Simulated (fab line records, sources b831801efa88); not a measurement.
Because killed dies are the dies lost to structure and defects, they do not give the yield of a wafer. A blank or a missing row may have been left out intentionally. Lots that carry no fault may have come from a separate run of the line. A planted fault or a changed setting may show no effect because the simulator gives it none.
fab line records + flow sky130 + part 2 of 2: steps 30 to 37 of 37
record:
- lots: 5
- wafers: 15
- last_day: 49
route steps=708 shown METAL3@532 CAPM@537
lots that met no fault: from a run of the same line without faults
start_h: hours from the record's opening day to when the first of the lot's shown wafers began + wait_h: hours since the lot's step before + " as in the row above + L1.1+2: a row that stands for several wafers + - no value present, or no start provided + * or withheld: withheld + < > ~ a bound
route shown NAME@n: a module of which the file shows steps, and the number in the route of the first + usual: the fault-free wafers' mean and standard deviation + same: alike in all rows + chamber/n: place in a boat + sites: each site's reading + _std_site: standard deviation of those values + _edge_site: the outer-site mean with the inner-site mean subtracted + radius_mm: how far each site lies from the wafer's centre + mask NAME#n: copy n + behind: tool/chamber where the wafer was last shaped + hold: why the lot was held/for how many hours/how that ended + device: which transistor (n, p or np) failed to switch + end of line: tests run on the same wafers once the route is complete + a step without rows: its recipe alone + killed: count of dies lost to structure and defects at first sort (not the wafer's yield) + map: shows each die of a wafer: x if killed, . if not, _ if none is there
set.NAME: the setting the step ran with; set.NAME@STEP: the setting that earlier step ran with + model.NAME: the simulator's own value behind a step, which no gauge read
certain route steps with their lots: each step a table, each wafer a row
services: when a tool's chamber went out of use (start_h, in hours from the record's first day, below 0 if earlier), for how many hours, and the reason
== steps ==
step: SKY_METAL3_PEB_11
recipe:
- peb_temp_c: withheld
- peb_time_s: withheld
- resist: KrF-thick
| lot.wafer  | tool           | chamber | start_h | wait_h |
|------------|----------------|---------|---------|--------|
| L077.3+4+5 | litho_track-03 | 0       | -       | -      |
| L076.1+2+3 | litho_track-04 | 0       | -       | -      |
| L085.4+5+6 | litho_track-04 | 0       | -       | -      |
| L086.2+3+6 | litho_track-03 | 0       | -       | -      |
| L093.1+4+5 | litho_track-04 | 0       | -       | -      |
step: SKY_METAL3_DEVELOP_12
recipe:
- develop_time_s: 60
- resist: KrF-thick
- dev_temp_c: 21
usual:
- developer_temp_C: 20.99/0.13
| lot.wafer | tool           | chamber | start_h | wait_h | developer_temp_C |
|-----------|----------------|---------|---------|--------|------------------|
| L077.3    | litho_track-03 | 0       | -       | -      | 21.05            |
| L077.4    | "              | 0       | "       | "      | 20.97            |
| L077.5    | "              | 0       | "       | "      | 20.89            |
| L076.1    | litho_track-04 | 0       | -       | -      | 20.98            |
| L076.2    | "              | 0       | "       | "      | 20.92            |
| L076.3    | "              | 0       | "       | "      | 20.95            |
| L085.4    | litho_track-04 | 0       | -       | -      | 21.16            |
| L085.5    | "              | 0       | "       | "      | 21.04            |
| L085.6    | "              | 0       | "       | "      | 21.08            |
| L086.2    | litho_track-03 | 0       | -       | -      | 20.69            |
| L086.3    | "              | 0       | "       | "      | 20.74            |
| L086.6    | "              | 0       | "       | "      | 20.91            |
| L093.1    | litho_track-04 | 0       | -       | -      | 21.11            |
| L093.4    | "              | 0       | "       | "      | 20.90            |
| L093.5    | "              | 0       | "       | "      | 21.18            |
step: SKY_METAL3_CD_MEAS_13
recipe:
- target_cd_nm: 300
usual:
- cd_nm: 299.8/1.4
| lot.wafer | tool      | chamber | start_h | wait_h | cd_nm |
|-----------|-----------|---------|---------|--------|-------|
| L077.3    | cd_sem-01 | -       | 939.18  | -      | 300.1 |
| L077.4    | "         | -       | "       | "      | 299.9 |
| L077.5    | "         | -       | "       | "      | 300.6 |
| L076.1    | cd_sem-01 | -       | 940.95  | -      | 300.4 |
| L076.2    | "         | -       | "       | "      | 302.2 |
| L076.3    | "         | -       | "       | "      | 302.2 |
| L085.4    | cd_sem-02 | -       | 984.21  | -      | 303.2 |
| L085.5    | "         | -       | "       | "      | 302.2 |
| L085.6    | "         | -       | "       | "      | 301.2 |
| L086.2    | cd_sem-01 | -       | 987.46  | -      | 299.4 |
| L086.3    | "         | -       | "       | "      | 299.9 |
| L086.6    | "         | -       | "       | "      | 299.8 |
| L093.1    | cd_sem-01 | -       | 1036.40 | -      | 300.4 |
| L093.4    | "         | -       | "       | "      | 301.0 |
| L093.5    | "         | -       | "       | "      | 300.6 |
step: SKY_METAL3_OVL_MEAS_14
usual:
- METAL3_OVL: 1/5.6
| lot.wafer | tool       | chamber | start_h | wait_h | METAL3_OVL[nm] |
|-----------|------------|---------|---------|--------|----------------|
| L077.3    | overlay-01 | -       | 939.27  | 0.1    | 4              |
| L077.4    | "          | -       | "       | "      | 2              |
| L077.5    | "          | -       | "       | "      | 0              |
| L076.1    | overlay-01 | -       | 941.07  | 0.1    | -8             |
| L076.2    | "          | -       | "       | "      | 1              |
| L076.3    | "          | -       | "       | "      | -6             |
| L085.4    | overlay-02 | -       | 984.29  | 0.1    | -2             |
| L085.5    | "          | -       | "       | "      | 0              |
| L085.6    | "          | -       | "       | "      | -4             |
| L086.2    | overlay-01 | -       | 987.56  | 0.1    | 10             |
| L086.3    | "          | -       | "       | "      | 5              |
| L086.6    | "          | -       | "       | "      | 7              |
| L093.1    | overlay-01 | -       | 1036.52 | 0.1    | 8              |
| L093.4    | "          | -       | "       | "      | 7              |
| L093.5    | "          | -       | "       | "      | 6              |
step: SKY_METAL3_DESCUM_15
recipe:
- chemistry: O2
- source_power_w: 150
- bias_power_w: 0
- pressure_mtorr: 10
- temp_c: 40
- time_s: 8
usual:
- drypump_motor_current_A: 5.7/0.5
- oes_product_au: 1.004/0.017
| lot.wafer | tool         | chamber | start_h | wait_h | drypump_motor_current_A | oes_product_au | rf_hours_counter_h |
|-----------|--------------|---------|---------|--------|-------------------------|----------------|--------------------|
| L077.3    | rie_metal-01 | 0       | 939.30  | 0.0    | 5.1                     | 1.030          | -                  |
| L077.4    | "            | 1       | "       | "      | 5.9                     | 1.003          | -                  |
| L077.5    | "            | 0       | "       | "      | 5.1                     | 1.031          | -                  |
| L076.1    | rie_metal-04 | 0       | 941.11  | 0.0    | 4.8                     | 1.029          | 15                 |
| L076.2    | "            | 0       | "       | "      | 4.8                     | 1.017          | -                  |
| L076.3    | "            | 0       | "       | "      | 4.8                     | 1.018          | -                  |
| L085.4    | rie_metal-02 | 0       | 984.32  | 0.0    | 6.2                     | 0.980          | -                  |
| L085.5    | "            | 1       | "       | "      | 5.8                     | 1.013          | -                  |
| L085.6    | "            | 0       | "       | "      | 6.2                     | 0.980          | -                  |
| L086.2    | rie_metal-01 | 1       | 987.59  | 0.0    | 6.0                     | 1.004          | 18                 |
| L086.3    | "            | 1       | "       | "      | 5.9                     | 1.013          | -                  |
| L086.6    | "            | 1       | "       | "      | 5.9                     | 1.004          | -                  |
| L093.1    | rie_metal-04 | 0       | 1036.56 | 0.0    | 4.8                     | 1.014          | 19                 |
| L093.4    | "            | 0       | "       | "      | 4.8                     | 1.003          | -                  |
| L093.5    | "            | 0       | "       | "      | 4.8                     | 1.001          | -                  |
step: SKY_METAL3_ETCH_16
recipe:
- chemistry: N2/H2
- target: BARC
- ion_energy_ev: 200
- bias_w: 100
- pressure_mtorr: 30
- n2_flow_sccm: 100
- h2_flow_sccm: 200
- icp_w: 500
- stop_on: SiO2
- time_s: 88.2
- target_depth_a: 600
usual:
- drypump_motor_current_A: 5.7/0.51
- oes_product_au: 0.626/0.0048
- throttle_valve_pct: 13.204/0.0087
| lot.wafer | tool         | chamber | start_h | wait_h | drypump_motor_current_A | oes_product_au | rf_hours_counter_h | throttle_valve_pct |
|-----------|--------------|---------|---------|--------|-------------------------|----------------|--------------------|--------------------|
| L077.3    | rie_metal-01 | 0       | 939.36  | 0.0    | 5.1                     | 0.620          | -                  | 13.214             |
| L077.4    | "            | 1       | "       | "      | 6.0                     | 0.630          | -                  | 13.194             |
| L077.5    | "            | 0       | "       | "      | 5.1                     | 0.624          | -                  | 13.219             |
| L076.1    | rie_metal-04 | 0       | 941.17  | 0.1    | 4.8                     | 0.621          | 15                 | 13.223             |
| L076.2    | "            | 0       | "       | "      | 4.8                     | 0.618          | -                  | 13.211             |
| L076.3    | "            | 0       | "       | "      | 4.8                     | 0.628          | -                  | 13.200             |
| L085.4    | rie_metal-02 | 0       | 984.38  | 0.0    | 6.3                     | 0.624          | -                  | 13.197             |
| L085.5    | "            | 1       | "       | "      | 5.8                     | 0.626          | -                  | 13.210             |
| L085.6    | "            | 0       | "       | "      | 6.2                     | 0.621          | -                  | 13.197             |
| L086.2    | rie_metal-01 | 1       | 987.63  | 0.0    | 5.9                     | 0.630          | 18                 | 13.219             |
| L086.3    | "            | 1       | "       | "      | 5.9                     | 0.625          | -                  | 13.204             |
| L086.6    | "            | 1       | "       | "      | 5.9                     | 0.629          | -                  | 13.215             |
| L093.1    | rie_metal-04 | 0       | 1036.59 | 0.0    | 4.8                     | 0.629          | 19                 | 13.187             |
| L093.4    | "            | 0       | "       | "      | 4.8                     | 0.625          | -                  | 13.206             |
| L093.5    | "            | 0       | "       | "      | 4.8                     | 0.628          | -                  | 13.203             |
step: SKY_METAL3_ETCH_17
recipe:
- target: SiO2
- stop_on: TiN
- chemistry: C4F8/O2/Ar
- source_w: 1500
- bias_w: 1200
- pressure_mtorr: 40
- c4f8_flow_sccm: withheld
- O2_flow_sccm: 6
- Ar_flow_sccm: 300
- time_s: 3.9
- target_depth_a: 150
usual:
- oes_product_au: 0.756/0.0084
| lot.wafer | tool        | chamber | start_h | wait_h | oes_product_au | rf_hours_counter_h |
|-----------|-------------|---------|---------|--------|----------------|--------------------|
| L077.3    | rie_diel-02 | 2       | 939.42  | 0.0    | 0.753          | 18                 |
| L077.4    | "           | 3       | "       | "      | 0.759          | -                  |
| L077.5    | "           | 1       | "       | "      | 0.762          | -                  |
| L076.1    | rie_diel-02 | 3       | 941.37  | 0.2    | 0.744          | 3                  |
| L076.2    | "           | 2       | "       | "      | 0.764          | 18                 |
| L076.3    | "           | 1       | "       | "      | 0.748          | 10                 |
| L085.4    | rie_diel-04 | 2       | 984.44  | 0.0    | 0.761          | 19                 |
| L085.5    | "           | 1       | "       | "      | 0.777          | -                  |
| L085.6    | "           | 2       | "       | "      | 0.754          | -                  |
| L086.2    | rie_diel-02 | 0       | 987.72  | 0.1    | 0.745          | 3                  |
| L086.3    | "           | 2       | "       | "      | 0.745          | 20                 |
| L086.6    | "           | 0       | "       | "      | 0.767          | -                  |
| L093.1    | rie_diel-03 | 1       | 1036.69 | 0.1    | 0.753          | 18                 |
| L093.4    | "           | 0       | "       | "      | 0.752          | 21                 |
| L093.5    | "           | 0       | "       | "      | 0.770          | -                  |
step: SKY_METAL3_METAL_ETCH_18
recipe:
- target_depth_a: 8450
- stop_on: SiO2
- over_etch_frac: 0.3
- time_s: 183.1
- chemistry: Cl2/BCl3
- resist_sidewall_deg: 88
- pressure_mtorr: 10
- icp_w: 900
- bias_w: 48.5
- Cl2_flow_sccm: 60
- bcl3_flow_sccm: 30
usual:
- drypump_motor_current_A: 5.6/0.47
- oes_product_au: 0.866/0.0063
- throttle_valve_pct: 22.264/0.01
| lot.wafer | tool         | chamber | start_h | wait_h | drypump_motor_current_A | oes_product_au | rf_hours_counter_h | throttle_valve_pct |
|-----------|--------------|---------|---------|--------|-------------------------|----------------|--------------------|--------------------|
| L077.3    | rie_metal-02 | 1       | 939.50  | 0.1    | 5.9                     | 0.873          | -                  | 22.264             |
| L077.4    | "            | 0       | "       | "      | 6.3                     | 0.868          | -                  | 22.258             |
| L077.5    | "            | 1       | "       | "      | 5.8                     | 0.872          | -                  | 22.258             |
| L076.1    | rie_metal-01 | 0       | 941.39  | 0.0    | 5.1                     | 0.872          | 5                  | 22.273             |
| L076.2    | "            | 1       | "       | "      | 5.9                     | 0.861          | 16                 | 22.259             |
| L076.3    | "            | 0       | "       | "      | 5.1                     | 0.874          | -                  | 22.277             |
| L085.4    | rie_metal-04 | 1       | 984.64  | 0.2    | 5.8                     | 0.862          | -                  | 22.278             |
| L085.5    | "            | 1       | "       | "      | 5.8                     | 0.866          | -                  | 22.253             |
| L085.6    | "            | 1       | "       | "      | 5.8                     | 0.862          | -                  | 22.272             |
| L086.2    | rie_metal-02 | 0       | 987.74  | 0.0    | 6.3                     | 0.855          | 11                 | 22.261             |
| L086.3    | "            | 1       | "       | "      | 5.8                     | 0.869          | -                  | 22.253             |
| L086.6    | "            | 0       | "       | "      | 6.3                     | 0.865          | -                  | 22.260             |
| L093.1    | rie_metal-01 | 1       | 1036.71 | 0.0    | 5.9                     | 0.864          | 21                 | 22.260             |
| L093.4    | "            | 1       | "       | "      | 5.9                     | 0.864          | -                  | 22.247             |
| L093.5    | "            | 1       | "       | "      | 5.9                     | 0.869          | -                  | 22.260             |
== services ==
| tool             | chamber | start_h | hours | kind   |
|------------------|---------|---------|-------|--------|
| rie_metal-01     | 0       | 865.41  | 6.5   | repair |
| krf_scanner-02   | -       | 881.35  | 0.8   | pm     |
| rie_metal-02     | 1       | 882.80  | 4.5   | repair |
| rie_metal-04     | -       | 902.57  | 0.6   | repair |
| pvd_sputter-03   | -       | 904.73  | 0.5   | repair |
| plasma_asher-01  | -       | 905.04  | 2.8   | pm     |
| wet_bench-02     | -       | 906.89  | 3.7   | repair |
| krf_scanner-02   | -       | 921.79  | 0.4   | repair |
| krf_scanner-02   | -       | 924.31  | 0.5   | repair |
| pvd_sputter-04   | -       | 925.62  | 4.7   | repair |
| krf_scanner-02   | -       | 934.77  | 1.0   | pm     |
| rie_diel-02      | 0       | 938.22  | 9.7   | repair |
| pvd_sputter-01   | -       | 948.52  | 2.6   | repair |
| pvd_sputter-04   | -       | 954.48  | 9.7   | repair |
| rie_diel-02      | 1       | 955.59  | 1.4   | repair |
| wet_bench-02     | -       | 957.49  | 2.0   | repair |
| pvd_sputter-01   | -       | 959.56  | 3.6   | repair |
| rie_metal-03     | 1       | 966.46  | 2.9   | repair |
| krf_scanner-02   | -       | 970.99  | 0.9   | repair |
| rie_metal-04     | 0       | 972.85  | 15.9  | repair |
| iline_stepper-01 | -       | 973.28  | 4.4   | pm     |
| plasma_asher-01  | -       | 975.79  | 6.1   | repair |
| krf_scanner-02   | -       | 982.54  | 1.3   | pm     |
| krf_scanner-02   | -       | 995.01  | 0.2   | repair |
